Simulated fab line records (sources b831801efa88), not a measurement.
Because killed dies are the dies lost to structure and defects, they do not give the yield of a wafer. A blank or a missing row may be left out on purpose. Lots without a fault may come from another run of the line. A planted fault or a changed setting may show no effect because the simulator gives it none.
The tool behind it: which one?	flow gf180mcu	42 wafers from 14 lots sampled at 4 of the route's 602 steps

== WHAT THE GAUGES READ, wafer by wafer ==
GF_HV_LDD_OVL_MEAS_08. Usual: for HV_LDD_OVL the level is -1.0 nm and the standard deviation is 1.1.
lot	measured	on	HV_LDD_OVL (nm)	flag
L779	day 9 22:16	overlay-01	-1.4 1.7 -1.4	
L780	day 10 06:25	overlay-01	0.7 0.3 -2.4	
L781	day 10 17:13	overlay-01	-3.1 -2.4 -3.4	
L782	day 10 20:14	overlay-01	-0.1 -1.7 -1.2	
L783	day 11 04:53	overlay-01	0.5 -1.7 -0.3	
L784	day 11 07:52	overlay-01	-2.4 -1.0 -1.9	
L785	day 11 21:49	overlay-02	0.3 -0.5 0.2	
L786	day 12 04:13	overlay-02	-0.8 0.1 1.2	
L787	day 12 11:58	overlay-01	0.2 0.5 -0.8	
L793	day 14 09:38	overlay-02	-1.5 -3.1 -1.1	
L794	day 14 17:01	overlay-02	-1.4 -0.4 -0.7	
L799	day 16 07:11	overlay-01	-1.5 -0.7 -1.8	
L800	day 16 14:40	overlay-02	-0.5 0.4 -1.2	
L802	day 17 04:59	overlay-02	-1.2 -1.4 -1.7	

GF_M1_OVL_MEAS_15. Usual: for M1_OVL the level is 4 nm and the standard deviation is 5.8.
lot	measured	on	M1_OVL (nm)	flag
L779	day 16 23:34	overlay-01	7 9 10	
L780	day 17 08:37	overlay-01	2 8 -3	
L781	day 17 22:02	overlay-02	6 -1 8	
L782	day 18 05:32	overlay-01	3 8 -1	
L783	day 18 14:07	overlay-02	-4 6 1	
L784	day 19 07:13	overlay-02	4 0 7	
L785	day 19 10:05	overlay-01	4 2 -4	
L786	day 19 18:28	overlay-01	-9 -6 -4	
L787	day 20 04:46	overlay-01	1 9 5	
L793	day 22 09:19	overlay-02	9 -3 12	
L794	day 22 17:25	overlay-01	9 10 12	
L799	day 24 12:28	overlay-02	11 10 -2	
L800	day 24 15:52	overlay-01	7 4 0	
L802	day 25 08:21	overlay-02	6 3 2	

== EACH LOT AND THE TOOL THAT RAN IT (in order: tool; ch and the chambers of the sampled wafers; start) ==
lot	GF_DNWELL_IMPLANT_07	GF_M1_SPUTTER_04
L779	implanter-04 ch 0, day 2 17:57	pvdSputter-02, day 16 01:21
L780	implanter-04 ch 0, day 3 00:07	pvdSputter-03, day 16 10:31
L781	implanter-04 ch 0, day 3 04:53	pvdSputter-04, day 16 22:55
L782	implanter-04 ch 0, day 3 10:29	pvdSputter-02, day 17 05:20
L783	implanter-01 ch 0, day 3 14:51	pvdSputter-03, day 17 15:20
L784	implanter-01 ch 0, day 3 20:16	pvdSputter-02, day 18 07:20
L785	implanter-02 ch 0, day 4 02:21	pvdSputter-02, day 18 10:20
L786	implanter-04 ch 0, day 4 09:45	pvdSputter-04, day 18 17:53
L787	implanter-02 ch 0, day 4 14:06	pvdSputter-03, day 19 04:41
L793	implanter-01 ch 0, day 5 22:30	pvdSputter-04, day 21 09:52
L794	implanter-01 ch 0, day 6 02:33	pvdSputter-02, day 21 18:08
L799	implanter-04 ch 0, day 7 04:03	pvdSputter-04, day 23 13:30
L800	implanter-02 ch 0, day 7 08:56	pvdSputter-02, day 23 17:29
L802	implanter-04 ch 0, day 7 23:03	pvdSputter-04, day 24 11:23
- GF_DNWELL_IMPLANT_07
- GF_M1_SPUTTER_04: material TiN, target thk 50 nm, time 41.7 s.

== WHAT THE TOOLS THEMSELVES READ (means of the sampled wafers that have a number; where no wafer has one, the mark that the record gives instead) ==
GF_DNWELL_IMPLANT_07. Usual: beamEnergyKeV at 1500.1, with a standard deviation of 0.48.
lot	tool	beamEnergyKeV	flag
L779	implanter-04	1500.6	
L780	implanter-04	1500.2	
L781	implanter-04	1500.3	
L782	implanter-04	1500.1	
L783	implanter-01	1500.0	
L784	implanter-01	1500.7	
L785	implanter-02	1500.2	
L786	implanter-04	1500.1	
L787	implanter-02	1499.6	
L793	implanter-01	1633.5	OFF
L794	implanter-01	1632.9	OFF
L799	implanter-04	1499.9	
L800	implanter-02	1500.1	
L802	implanter-04	1499.4	

GF_M1_SPUTTER_04. Usual: throttleValvePct at 30.0 %, with a standard deviation of 1.1.
lot	tool	throttleValvePct (%)	flag
L779	pvdSputter-02	30.5	
L780	pvdSputter-03	30.3	
L781	pvdSputter-04	30.2	
L782	pvdSputter-02	30.9	
L783	pvdSputter-03	30.0	
L784	pvdSputter-02	30.2	
L785	pvdSputter-02	31.2	
L786	pvdSputter-04	30.0	
L787	pvdSputter-03	29.5	
L793	pvdSputter-04	29.5	
L794	pvdSputter-02	30.3	
L799	pvdSputter-04	29.2	
L800	pvdSputter-02	30.9	
L802	pvdSputter-04	29.3	

== THE ANSWER, worked out from the rows above alone ==
Rule: a lot is off if the mean of its wafers that have a number lies more than 3 standard deviations from the usual mean. Also off: a lot with no number at a reading for which 4 or more lots have one. Where the step has rows for the other lots, those lots are counted as sound. Order of review: gauges by route order, followed by the tools' own readings, for which a lot's mean as printed above is used. At the first step where some lot is off, the reading lying furthest off is the one used; lots without a number count as furthest.
Off: L793, L794 (GF_DNWELL_IMPLANT_07, beamEnergyKeV).
A tool fits if, at that step or a process step before it, it ran every lot that is off, and no sound lot after the first of them. One candidate fits, namely implanter-01 at GF_DNWELL_IMPLANT_07. A fault onset in the window from L784 (day 3 20:16, its last sound lot) to L793 (day 5 22:30, its first lot off) fits.
On the lots that are off, the tool's own readings at GF_DNWELL_IMPLANT_07 differ by more than 5 times the standard deviation of the sound lots' means, which bears it out; beamEnergyKeV reads 1633.2 there versus 1500.1 on the sound lots.

== WHAT THE SIMULATOR HAD INSERTED ==
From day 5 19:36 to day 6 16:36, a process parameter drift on implanter-01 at GF_DNWELL_IMPLANT_07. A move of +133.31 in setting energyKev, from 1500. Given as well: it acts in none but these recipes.
Struck lots among those shown: L793, L794. The rule above reached the same finding.
